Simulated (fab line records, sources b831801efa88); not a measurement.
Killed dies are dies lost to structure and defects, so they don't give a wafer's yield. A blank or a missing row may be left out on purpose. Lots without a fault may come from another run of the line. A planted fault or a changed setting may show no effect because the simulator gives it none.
fab line records | flow sky130
record lots=13 wafers=39 last_day=50
route steps=708 shown VT_ADJUST_PCH@152 LDD_P@261 LDD_HVP@285 PAD_OPEN@708
lots that met no fault: from a run of the same line without faults
start_h: hours from the record's first day to the start of the lot's first wafer shown | wait_h: hours since the lot's step before | " the same as in the row above | L1.1+2: a row that stands for several wafers | - no value, or no start given | * or withheld: withheld | < > ~ a bound
route shown NAME@n: a module of which the file shows steps, and the number in the route of the first | usual: mean/standard deviation of fault-free wafers | same: alike in all rows | chamber/n: place in a boat | sites: the reading at each site | _std_site: their standard deviation | _edge_site: outer sites' mean less inner sites' | radius_mm: how far each site lies from the wafer's centre | mask NAME#n: copy n | behind: the tool/chamber that last shaped the wafer | hold: why the lot was held/for how many hours/how that ended | device: the transistor (n, p or np) that didn't switch | end of line: the same wafers' tests at the end of the route | a step without rows: its recipe alone | killed: dies lost to structure and defects at the first sort, not the wafer's yield | map: a wafer's dies, x killed, . not, _ none there
set.NAME: the setting as run; set.NAME@STEP: as run at that earlier step | model.NAME: the simulator's own value behind a step, which no gauge read
steps of the route over a sample of lots; a table a step, a row a wafer
services: from which hour (start_h, from the record's first day; less than 0 if before it) a tool's chamber was out of use, for how many hours, and why
## steps
# step SKY_VT_ADJUST_PCH_STRIP_09
# recipe chemistry=O2/N2 power_w=1400 pressure_mtorr=1500 platen_temp_c=withheld o2_flow_sccm=3000 n2_flow_sccm=300 overash_fraction=0.5
# usual drypump_motor_current_A=5.6/0.6 oes_product_au=0.722/0.0047 strip_time_to_endpoint_s=36.91/0.087
# columns lot.wafer tool chamber start_h wait_h drypump_motor_current_A oes_product_au rf_hours_counter_h strip_time_to_endpoint_s
L627.3 plasma_asher-02 0 249.32 0.1 5.0 0.729 - 36.93
L627.4 " 1 " " 5.4 0.726 - 36.91
L627.5 " 1 " " 5.4 0.720 - 36.91
L628.2 plasma_asher-03 0 250.27 0.1 4.9 0.719 13 36.87
L628.3 " 1 " " 6.3 0.719 - 36.78
L628.5 " 1 " " 6.3 0.724 - 36.71
L629.4 plasma_asher-02 1 260.32 0.1 5.4 0.722 - 36.89
L629.5 " 1 " " 5.4 0.720 - 36.86
L629.6 " 0 " " 5.0 0.719 - 36.83
L631.2 plasma_asher-02 0 267.29 0.1 4.9 0.716 58 37.12
L631.3 " 0 " " 5.0 0.710 - 37.14
L631.4 " 1 " " 5.4 0.723 - 36.90
L632.1 plasma_asher-01 0 268.97 0.1 6.4 0.724 58 36.97
L632.3 " 0 " " 6.4 0.719 - 36.89
L632.6 " 1 " " 5.6 0.717 - 36.96
L634.1 plasma_asher-02 1 283.74 0.1 5.4 0.722 59 37.01
L634.4 " 0 " " 4.9 0.724 - 37.06
L634.6 " 1 " " 5.4 0.729 - 37.11
L636.2 plasma_asher-03 0 301.79 0.1 4.9 0.718 18 36.93
L636.3 " 0 " " 4.9 0.723 - 36.93
L636.5 " 1 " " 6.4 0.727 - 37.02
L637.3 plasma_asher-01 1 306.66 0.1 5.6 0.720 - 37.00
L637.4 " 0 " " 6.4 0.729 - 36.99
L637.6 " 1 " " 5.6 0.718 - 36.93
L644.1 plasma_asher-02 0 355.04 0.1 4.9 0.727 66 36.91
L644.3 " 0 " " 4.9 0.724 - 36.90
L644.6 " 1 " " 5.4 0.714 - 36.87
L645.1 plasma_asher-03 1 362.24 0.1 6.4 0.726 24 36.86
L645.5 " 1 " " 6.3 0.715 - 36.82
L645.6 " 0 " " 4.9 0.721 - 36.78
L646.2 plasma_asher-01 1 373.24 0.1 5.6 0.718 68 36.95
L646.3 " 1 " " 5.6 0.725 - 36.90
L646.6 " 0 " " 6.4 0.730 - 36.94
L647.2 plasma_asher-03 0 381.42 0.1 4.9 0.732 26 36.82
L647.5 " 0 " " 4.9 0.721 - 36.84
L647.6 " 1 " " 6.3 0.721 - 36.84
L648.2 plasma_asher-01 1 394.02 0.1 5.6 0.717 70 36.94
L648.4 " 1 " " 5.6 0.720 - 36.90
L648.5 " 1 " " 5.6 0.724 - 36.95
# step SKY_LDD_P_DEVELOP_06
# recipe resist=NOVOLAK developer=TMAH develop_time_s=60 dev_temp_c=23
# usual developer_temp_C=23.01/0.096 exhaust_pa=45.0/0.92
# columns lot.wafer tool chamber start_h wait_h developer_temp_C exhaust_pa
L627.3 litho_track-03 0 455.44 0.1 22.91 43.7
L627.4 " 0 " " 22.99 45.2
L627.5 " 0 " " 23.09 44.7
L628.2 litho_track-04 0 461.08 0.1 23.13 44.3
L628.3 " 0 " " 23.01 43.9
L628.5 " 0 " " 23.07 45.3
L629.4 litho_track-03 0 475.86 0.1 23.07 45.8
L629.5 " 0 " " 23.00 46.2
L629.6 " 0 " " 23.02 45.2
L631.2 litho_track-04 0 484.38 0.1 22.86 45.4
L631.3 " 0 " " 22.91 45.4
L631.4 " 0 " " 22.96 46.4
L632.1 litho_track-04 0 487.15 0.1 23.09 44.7
L632.3 " 0 " " 22.96 43.6
L632.6 " 0 " " 23.04 46.0
L634.1 litho_track-02 0 504.86 0.1 23.12 44.5
L634.4 " 0 " " 23.00 45.8
L634.6 " 0 " " 22.91 45.0
L636.2 litho_track-02 0 526.14 0.1 22.87 45.1
L636.3 " 0 " " 23.00 45.4
L636.5 " 0 " " 22.98 45.4
L637.3 litho_track-04 0 530.40 0.1 22.94 45.3
L637.4 " 0 " " 22.88 44.2
L637.6 " 0 " " 22.87 44.4
L644.1 litho_track-04 0 582.70 0.1 25.23 45.0
L644.3 " 0 " " 25.39 44.8
L644.6 " 0 " " 25.19 45.9
L645.1 litho_track-04 0 591.40 0.1 25.43 45.1
L645.5 " 0 " " 25.51 45.7
L645.6 " 0 " " 25.47 45.2
L646.2 litho_track-03 0 601.76 0.1 23.03 45.0
L646.3 " 0 " " 23.15 44.4
L646.6 " 0 " " 23.07 44.8
L647.2 litho_track-02 0 607.64 0.1 22.99 46.8
L647.5 " 0 " " 22.97 45.4
L647.6 " 0 " " 22.94 47.7
L648.2 litho_track-03 0 623.21 0.1 23.12 44.2
L648.4 " 0 " " 23.08 45.5
L648.5 " 0 " " 22.94 44.6
# step SKY_LDD_P_TW_MEAS_11
# usual LDD_P_TW=638/3.3
# columns lot.wafer tool chamber start_h wait_h LDD_P_TW
L627.3 film_metro-04 - 455.96 0.1 638
L627.4 " - " " 639
L627.5 " - " " 633
L628.2 film_metro-02 - 461.62 0.1 635
L628.3 " - " " 635
L628.5 " - " " 640
L629.4 film_metro-04 - 476.37 0.1 638
L629.5 " - " " 640
L629.6 " - " " 639
L631.2 film_metro-02 - 484.92 0.1 639
L631.3 " - " " 642
L631.4 " - " " 639
L632.1 film_metro-03 - 487.71 0.1 641
L632.3 " - " " 642
L632.6 " - " " 641
L634.1 film_metro-04 - 505.45 0.1 641
L634.4 " - " " 642
L634.6 " - " " 641
L636.2 film_metro-04 - 526.68 0.1 644
L636.3 " - " " 641
L636.5 " - " " 641
L637.3 film_metro-04 - 530.93 0.1 642
L637.4 " - " " 643
L637.6 " - " " 641
L644.1 film_metro-04 - 583.26 0.1 639
L644.3 " - " " 637
L644.6 " - " " 640
L645.1 film_metro-04 - 591.96 0.1 639
L645.5 " - " " 639
L645.6 " - " " 640
L646.2 film_metro-04 - 602.30 0.1 637
L646.3 " - " " 635
L646.6 " - " " 632
L647.2 film_metro-04 - 608.18 0.1 637
L647.5 " - " " 637
L647.6 " - " " 640
L648.2 film_metro-04 - 623.75 0.1 637
L648.4 " - " " 638
L648.5 " - " " 635
# step SKY_LDD_HVP_OVL_MEAS_07
# usual LDD_HVP_OVL=0.4/1.3
# columns lot.wafer tool chamber start_h wait_h LDD_HVP_OVL[nm]
L627.3 overlay-02 - 517.10 0.1 2.0
L627.4 " - " " 4.1
L627.5 " - " " -0.7
L628.2 overlay-01 - 523.18 0.1 1.5
L628.3 " - " " 1.2
L628.5 " - " " 1.0
L629.4 overlay-01 - 537.53 0.1 2.6
L629.5 " - " " 1.3
L629.6 " - " " 0.7
L631.2 overlay-01 - 545.87 0.1 -0.2
L631.3 " - " " -2.4
L631.4 " - " " -1.4
L632.1 overlay-02 - 548.44 0.1 2.2
L632.3 " - " " 1.4
L632.6 " - " " 1.9
L634.1 overlay-02 - 566.38 0.1 0.7
L634.4 " - " " 0.7
L634.6 " - " " 1.5
L636.2 overlay-01 - 585.12 0.1 1.2
L636.3 " - " " 0.2
L636.5 " - " " 2.6
L637.3 overlay-02 - 590.33 0.1 1.7
L637.4 " - " " 0.3
L637.6 " - " " 1.5
L644.1 overlay-01 - 641.71 0.1 1.5
L644.3 " - " " 0.2
L644.6 " - " " 0.8
L645.1 overlay-02 - 649.71 0.1 0.1
L645.5 " - " " -0.1
L645.6 " - " " -1.6
L646.2 overlay-02 - 660.43 0.1 0.9
L646.3 " - " " 1.3
L646.6 " - " " -1.3
L647.2 overlay-02 - 666.04 0.1 -2.4
L647.5 " - " " -0.9
L647.6 " - " " -2.1
L648.2 overlay-01 - 680.42 0.1 1.0
L648.4 " - " " -1.1
L648.5 " - " " 0.4
# step SKY_PAD_OPEN_PROBE_99
# usual killed_at_M0_to_M3=43/7 killed_at_M4_up=3.1/1.9 killed_at_contacts=25/6.1 killed_at_front_end=15/4.5 killed_at_other=0.3/0.55 killed_dies=87/8.9 killed_on_rim=17/4 killed_open=47/6.4 killed_short=40/6.6
# same gross_dies=492 killed_at_back_side=0
# columns lot.wafer tool chamber start_h wait_h killed_at_M0_to_M3 killed_at_M4_up killed_at_contacts killed_at_front_end killed_at_other killed_dies killed_on_rim killed_open killed_short
L627.3 prober-02 - 1091.30 0.2 41 3 26 14 0 84 8 45 39
L627.4 prober-02 - 1091.35 0.2 33 0 36 14 0 83 16 51 32
L627.5 prober-02 - 1091.40 0.2 49 5 28 14 1 97 17 49 47
L628.2 prober-01 - 1098.48 0.1 46 3 20 16 0 85 21 45 39
L628.3 prober-01 - 1098.53 0.2 56 3 22 11 0 92 18 40 50
L628.5 prober-01 - 1098.63 0.2 62 2 23 12 1 100 23 58 41
L629.4 prober-01 - 1109.27 0.2 51 7 34 19 0 111 16 51 60
L629.5 prober-01 - 1109.32 0.2 40 7 31 11 0 89 8 42 45
L629.6 prober-01 - 1109.37 0.2 46 4 21 16 0 87 18 45 41
L631.2 prober-02 - 1110.67 0.1 48 4 21 14 0 87 15 52 35
L631.3 prober-02 - 1110.72 0.2 34 3 18 27 0 82 15 45 37
L631.4 prober-02 - 1110.77 0.2 40 0 21 18 0 79 11 38 41
L632.1 prober-01 - 1114.94 0.1 54 2 17 17 1 91 18 47 42
L632.3 prober-01 - 1115.04 0.2 46 1 22 9 1 79 13 49 29
L632.6 prober-01 - 1115.19 0.2 42 3 20 18 0 83 13 57 25
L634.1 prober-01 - 1133.58 0.1 52 0 28 15 0 95 16 51 44
L634.4 prober-01 - 1133.73 0.2 49 4 26 21 1 101 25 48 53
L634.6 prober-01 - 1133.83 0.2 45 3 15 19 0 82 15 48 34
L636.2 prober-01 - 1137.56 0.1 65 5 24 14 0 108 28 61 47
L636.3 prober-01 - 1137.61 0.2 44 3 27 13 0 87 19 47 40
L636.5 prober-01 - 1137.71 0.2 47 6 29 14 0 96 17 55 41
L637.3 prober-02 - 1141.57 0.2 31 5 48 15 0 99 19 57 41
L637.4 prober-02 - 1141.62 0.2 36 1 25 13 1 76 11 48 27
L637.6 prober-02 - 1141.72 0.2 32 2 25 21 0 80 17 48 32
L644.1 prober-02 - 1172.57 0.1 40 5 25 19 0 89 21 46 38
L644.3 prober-02 - 1172.67 0.2 37 0 22 14 1 74 12 43 30
L644.6 prober-02 - 1172.82 0.2 41 1 25 22 0 89 13 56 33
L645.1 prober-01 - 1178.39 0.1 45 2 29 18 0 94 17 46 46
L645.5 prober-01 - 1178.59 0.2 45 4 14 8 0 71 10 40 30
L645.6 prober-01 - 1178.64 0.2 35 5 35 11 0 86 20 46 40
L646.2 prober-01 - 1185.31 0.1 36 8 30 18 0 92 19 47 44
L646.3 prober-01 - 1185.36 0.2 42 2 23 10 0 77 20 36 41
L646.6 prober-01 - 1185.51 0.2 36 2 32 11 0 81 13 44 37
L647.2 prober-02 - 1187.98 0.1 35 4 22 11 0 72 12 36 36
L647.5 prober-02 - 1188.13 0.2 44 2 21 13 0 80 16 44 36
L647.6 prober-02 - 1188.18 0.2 42 4 20 12 0 78 11 43 35
L648.2 prober-02 - 1201.98 0.1 38 5 21 19 0 83 16 43 40
L648.4 prober-02 - 1202.08 0.2 41 4 31 16 0 92 15 45 47
L648.5 prober-02 - 1202.13 0.2 42 1 27 27 1 98 22 53 45
# killed by level:class
L627.3 FIELD_ISO:geometric_particle:open=7 CONTACT:geometric_particle:open=7 VIA1:geometric_particle:open=7 LI_CONTACT:geometric_particle:open=6 VIA1:geometric_particle:short=6 METAL2:geometric_particle:short=5 VIA3:geometric_particle:open=5 METAL3:geometric_particle:short=5
L627.4 CONTACT:geometric_particle:open=19 CONTACT:geometric_particle:short=10 VIA1:geometric_particle:open=8 VIA2:geometric_particle:open=7 VIA3:geometric_particle:open=6 LI_CONTACT:geometric_particle:open=5 POLY_GATE:geometric_particle:short=4 VIA1:geometric_particle:short=4
L627.5 VIA1:geometric_particle:short=11 CONTACT:geometric_particle:open=10 VIA1:geometric_particle:open=9 VIA2:geometric_particle:open=8 LI_CONTACT:geometric_particle:short=6 LI_CONTACT:geometric_particle:open=6 VIA2:geometric_particle:short=5 FIELD_ISO:geometric_particle:open=4
L628.2 VIA1:geometric_particle:open=12 VIA2:geometric_particle:open=11 CONTACT:geometric_particle:open=10 CONTACT:geometric_particle:short=6 FIELD_ISO:geometric_particle:open=5 VIA1:geometric_particle:short=5 METAL2:geometric_particle:short=4 VIA3:geometric_particle:open=4
L628.3 VIA1:geometric_particle:open=12 VIA1:geometric_particle:short=12 VIA2:geometric_particle:open=8 METAL3:geometric_particle:short=6 CONTACT:geometric_particle:open=5 VIA2:geometric_particle:short=4 LI_CONTACT:geometric_particle:open=4 LOCAL_INTERCONNECT:geometric_particle:short=4
L628.5 VIA1:geometric_particle:open=17 CONTACT:geometric_particle:open=13 VIA1:geometric_particle:short=10 VIA3:geometric_particle:open=8 METAL2:geometric_particle:short=7 FIELD_ISO:geometric_particle:open=6 VIA3:geometric_particle:short=6 VIA2:geometric_particle:open=5
L629.4 CONTACT:geometric_particle:open=12 VIA1:geometric_particle:short=9 LI_CONTACT:geometric_particle:open=7 CONTACT:geometric_particle:short=7 VIA1:geometric_particle:open=6 METAL2:geometric_particle:short=6 VIA3:geometric_particle:open=6 FIELD_ISO:geometric_particle:short=5
L629.5 VIA1:geometric_particle:open=9 LI_CONTACT:geometric_particle:open=8 LOCAL_INTERCONNECT:geometric_particle:short=8 CONTACT:geometric_particle:short=6 CONTACT:geometric_particle:open=6 VIA3:geometric_particle:open=6 VIA1:geometric_particle:short=5 METAL2:geometric_particle:short=5
L629.6 CONTACT:geometric_particle:open=9 VIA1:geometric_particle:open=8 VIA3:geometric_particle:open=8 METAL1:geometric_particle:short=8 FIELD_ISO:geometric_particle:short=7 LI_CONTACT:geometric_particle:open=5 METAL3:geometric_particle:short=5 VIA3:geometric_particle:short=5
L631.2 CONTACT:geometric_particle:open=12 VIA1:geometric_particle:open=10 METAL2:geometric_particle:short=10 FIELD_ISO:geometric_particle:open=8 METAL1:geometric_particle:short=6 VIA3:geometric_particle:open=6 VIA2:geometric_particle:open=4 LI_CONTACT:geometric_particle:open=3
L631.3 VIA1:geometric_particle:open=10 FIELD_ISO:geometric_particle:short=9 CONTACT:geometric_particle:open=9 FIELD_ISO:geometric_particle:open=6 VIA3:geometric_particle:short=6 VIA1:geometric_particle:short=5 POLY_GATE:geometric_particle:short=4 POLY_GATE:geometric_particle:open=4
L631.4 VIA3:geometric_particle:open=9 FIELD_ISO:geometric_particle:short=7 CONTACT:geometric_particle:short=7 CONTACT:geometric_particle:open=6 VIA1:geometric_particle:open=6 METAL1:geometric_particle:short=6 METAL2:geometric_particle:short=6 FIELD_ISO:geometric_particle:open=5
L632.1 VIA1:geometric_particle:open=13 METAL2:geometric_particle:short=9 VIA3:geometric_particle:open=8 VIA1:geometric_particle:short=6 VIA2:geometric_particle:short=6 CONTACT:geometric_particle:open=5 FIELD_ISO:geometric_particle:open=4 LOCAL_INTERCONNECT:geometric_particle:short=4
L632.3 VIA1:geometric_particle:open=13 VIA3:geometric_particle:open=9 VIA2:geometric_particle:open=8 CONTACT:geometric_particle:open=8 LI_CONTACT:geometric_particle:open=6 METAL2:geometric_particle:short=5 CONTACT:geometric_particle:short=4 POLY_GATE:geometric_particle:open=3
L632.6 CONTACT:geometric_particle:open=11 METAL2:geometric_particle:short=8 VIA1:geometric_particle:open=8 VIA2:geometric_particle:open=7 LI_CONTACT:geometric_particle:open=7 POLY_GATE:geometric_particle:open=6 VIA3:geometric_particle:open=6 POLY_GATE:geometric_particle:short=4
L634.1 CONTACT:geometric_particle:open=11 LI_CONTACT:geometric_particle:open=10 VIA1:geometric_particle:open=9 VIA1:geometric_particle:short=8 VIA2:geometric_particle:open=8 METAL1:geometric_particle:short=7 VIA3:geometric_particle:short=7 FIELD_ISO:geometric_particle:open=5
L634.4 VIA1:geometric_particle:open=10 FIELD_ISO:geometric_particle:short=8 LI_CONTACT:geometric_particle:open=8 VIA1:geometric_particle:short=8 VIA2:geometric_particle:open=8 CONTACT:geometric_particle:short=6 CONTACT:geometric_particle:open=6 FIELD_ISO:geometric_particle:open=4
L634.6 VIA1:geometric_particle:open=16 VIA2:geometric_particle:open=9 FIELD_ISO:geometric_particle:short=6 CONTACT:geometric_particle:open=5 FIELD_ISO:geometric_particle:open=5 METAL1:geometric_particle:short=5 VIA3:geometric_particle:open=4 POLY_GATE:geometric_particle:short=3
L636.2 VIA1:geometric_particle:open=22 VIA1:geometric_particle:short=12 CONTACT:geometric_particle:short=10 VIA2:geometric_particle:open=9 VIA3:geometric_particle:open=8 LI_CONTACT:geometric_particle:open=5 CONTACT:geometric_particle:open=5 METAL1:geometric_particle:short=4
L636.3 VIA1:geometric_particle:open=18 VIA3:geometric_particle:open=8 CONTACT:geometric_particle:open=7 LI_CONTACT:geometric_particle:open=6 CONTACT:geometric_particle:short=6 LOCAL_INTERCONNECT:geometric_particle:short=5 POLY_GATE:geometric_particle:short=4 METAL1:geometric_particle:short=4
L636.5 VIA1:geometric_particle:open=14 CONTACT:geometric_particle:open=12 CONTACT:geometric_particle:short=9 VIA2:geometric_particle:open=7 VIA3:geometric_particle:open=7 METAL2:geometric_particle:short=5 LI_CONTACT:geometric_particle:open=4 FIELD_ISO:geometric_particle:open=3
L637.3 CONTACT:geometric_particle:open=19 LI_CONTACT:geometric_particle:open=14 VIA2:geometric_particle:open=7 VIA1:geometric_particle:open=6 LI_CONTACT:geometric_particle:short=6 CONTACT:geometric_particle:short=6 FIELD_ISO:geometric_particle:short=4 POLY_GATE:geometric_particle:short=4
L637.4 VIA1:geometric_particle:open=10 LI_CONTACT:geometric_particle:open=9 CONTACT:geometric_particle:open=8 METAL1:geometric_particle:short=7 POLY_GATE:geometric_particle:short=5 VIA2:geometric_particle:open=5 CONTACT:geometric_particle:short=4 VIA3:geometric_particle:open=4
L637.6 VIA1:geometric_particle:open=10 CONTACT:geometric_particle:open=9 FIELD_ISO:geometric_particle:short=8 VIA3:geometric_particle:open=8 LI_CONTACT:geometric_particle:open=7 CONTACT:geometric_particle:short=4 FIELD_ISO:geometric_particle:open=3 VIA2:geometric_particle:short=3
L644.1 VIA3:geometric_particle:open=11 METAL1:geometric_particle:short=8 LI_CONTACT:geometric_particle:open=7 LOCAL_INTERCONNECT:geometric_particle:short=7 FIELD_ISO:geometric_particle:open=6 CONTACT:geometric_particle:open=6 POLY_GATE:geometric_particle:short=5 VIA2:geometric_particle:short=5
L644.3 VIA2:geometric_particle:open=8 LI_CONTACT:geometric_particle:open=8 VIA3:geometric_particle:open=7 CONTACT:geometric_particle:open=6 VIA1:geometric_particle:open=6 METAL1:geometric_particle:short=5 POLY_GATE:geometric_particle:short=5 VIA3:geometric_particle:short=4
L644.6 CONTACT:geometric_particle:open=11 VIA3:geometric_particle:open=9 POLY_GATE:geometric_particle:open=8 VIA1:geometric_particle:open=8 LI_CONTACT:geometric_particle:open=6 VIA2:geometric_particle:open=6 FIELD_ISO:geometric_particle:open=5 LOCAL_INTERCONNECT:geometric_particle:short=5
L645.1 VIA1:geometric_particle:open=13 LI_CONTACT:geometric_particle:open=8 LOCAL_INTERCONNECT:geometric_particle:short=7 VIA2:geometric_particle:open=6 CONTACT:geometric_particle:short=6 POLY_GATE:geometric_particle:short=5 METAL2:geometric_particle:short=5 FIELD_ISO:geometric_particle:short=4
L645.5 VIA2:geometric_particle:open=10 METAL2:geometric_particle:short=10 VIA1:geometric_particle:open=10 VIA3:geometric_particle:open=7 LOCAL_INTERCONNECT:geometric_particle:short=4 LI_CONTACT:geometric_particle:open=3 CONTACT:geometric_particle:open=3 VIA2:geometric_particle:short=3
L645.6 CONTACT:geometric_particle:open=14 CONTACT:geometric_particle:short=8 VIA1:geometric_particle:open=8 LI_CONTACT:geometric_particle:open=7 FIELD_ISO:geometric_particle:open=4 METAL2:geometric_particle:short=4 METAL3:geometric_particle:short=4 VIA2:geometric_particle:short=4
L646.2 CONTACT:geometric_particle:open=10 LI_CONTACT:geometric_particle:open=8 CONTACT:geometric_particle:short=7 VIA1:geometric_particle:open=7 FIELD_ISO:geometric_particle:short=6 METAL4:geometric_particle:short=6 METAL1:geometric_particle:short=5 POLY_GATE:geometric_particle:short=4
L646.3 CONTACT:geometric_particle:open=10 METAL2:geometric_particle:short=9 LI_CONTACT:geometric_particle:open=6 VIA1:geometric_particle:short=6 VIA1:geometric_particle:open=6 VIA3:geometric_particle:open=6 LOCAL_INTERCONNECT:geometric_particle:short=5 FIELD_ISO:geometric_particle:short=4
L646.6 CONTACT:geometric_particle:open=13 VIA1:geometric_particle:open=8 LI_CONTACT:geometric_particle:open=7 VIA3:geometric_particle:open=7 CONTACT:geometric_particle:short=5 METAL2:geometric_particle:short=5 LOCAL_INTERCONNECT:geometric_particle:short=4 FIELD_ISO:geometric_particle:open=3
L647.2 CONTACT:geometric_particle:open=9 VIA1:geometric_particle:open=8 VIA2:geometric_particle:open=8 METAL1:geometric_particle:short=7 LI_CONTACT:geometric_particle:open=5 METAL3:geometric_particle:short=5 FIELD_ISO:geometric_particle:short=4 METAL4:geometric_particle:short=4
L647.5 VIA2:geometric_particle:open=10 CONTACT:geometric_particle:open=9 VIA1:geometric_particle:open=7 CONTACT:geometric_particle:short=6 VIA1:geometric_particle:short=6 VIA3:geometric_particle:open=6 METAL1:geometric_particle:short=4 METAL2:geometric_particle:short=4
L647.6 VIA1:geometric_particle:short=9 CONTACT:geometric_particle:open=7 VIA1:geometric_particle:open=7 VIA2:geometric_particle:open=6 VIA3:geometric_particle:open=6 FIELD_ISO:geometric_particle:open=5 LI_CONTACT:geometric_particle:open=5 LOCAL_INTERCONNECT:geometric_particle:short=4
L648.2 POLY_GATE:geometric_particle:short=7 LI_CONTACT:geometric_particle:open=7 CONTACT:geometric_particle:open=7 VIA1:geometric_particle:open=6 METAL1:geometric_particle:short=6 VIA2:geometric_particle:open=6 METAL2:geometric_particle:short=6 FIELD_ISO:geometric_particle:open=5
L648.4 VIA1:geometric_particle:open=14 CONTACT:geometric_particle:open=12 CONTACT:geometric_particle:short=11 FIELD_ISO:geometric_particle:short=7 POLY_GATE:geometric_particle:short=4 LI_CONTACT:geometric_particle:open=4 VIA3:geometric_particle:open=4 VIA2:geometric_particle:short=4
L648.5 CONTACT:geometric_particle:open=9 VIA2:geometric_particle:open=9 POLY_GATE:geometric_particle:short=8 LI_CONTACT:geometric_particle:open=8 METAL2:geometric_particle:short=8 FIELD_ISO:geometric_particle:open=7 VIA1:geometric_particle:open=6 CONTACT:geometric_particle:short=6
## services
# columns tool chamber start_h hours kind
plasma_asher-03 - 290.08 3.9 repair
plasma_asher-02 - 320.47 2.8 pm
litho_track-03 - 370.92 - consumable_replace:filter
plasma_asher-02 - 421.25 9.0 pm
plasma_asher-02 0 421.25 9.0 vent_cycle
plasma_asher-02 1 421.25 9.0 vent_cycle
plasma_asher-02 0 430.25 - clean
plasma_asher-02 1 430.25 - clean
plasma_asher-02 - 436.40 1.2 repair
plasma_asher-02 - 498.19 2.2 repair
litho_track-02 - 528.04 - consumable_replace:filter
plasma_asher-03 - 585.74 2.3 repair
plasma_asher-02 - 592.44 2.4 repair
## key
first_sign step=SKY_LDD_P_DEVELOP_06 reading=developer_temp_C direction=up sigmas=25 usual=* struck=*
effect none on later readings
met_at SKY_LDD_P_DEVELOP_06
struck_lots L644,L645
tester_left_out L644,L645
not_acting_at SKY_VT_ADJUST_PCH_STRIP_09,SKY_LDD_P_TW_MEAS_11,SKY_LDD_HVP_OVL_MEAS_07
onset_between 530.40 582.70
fault kind=process_parameter_drift tool=litho_track-04 chamber=- onset_h=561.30 steps=SKY_LDD_P_DEVELOP_06 channel=dev_temp_c offset=* shape=step end_h=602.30 acts_in=* stated=*
# tester_left_out: of these lots the tester's yield and bins aren't shown, on N5 and GAA mostly nor the transistor test; their killed dies are dies lost to structure and defects alone, not to doping, threshold or leakage, so they don't give the yield
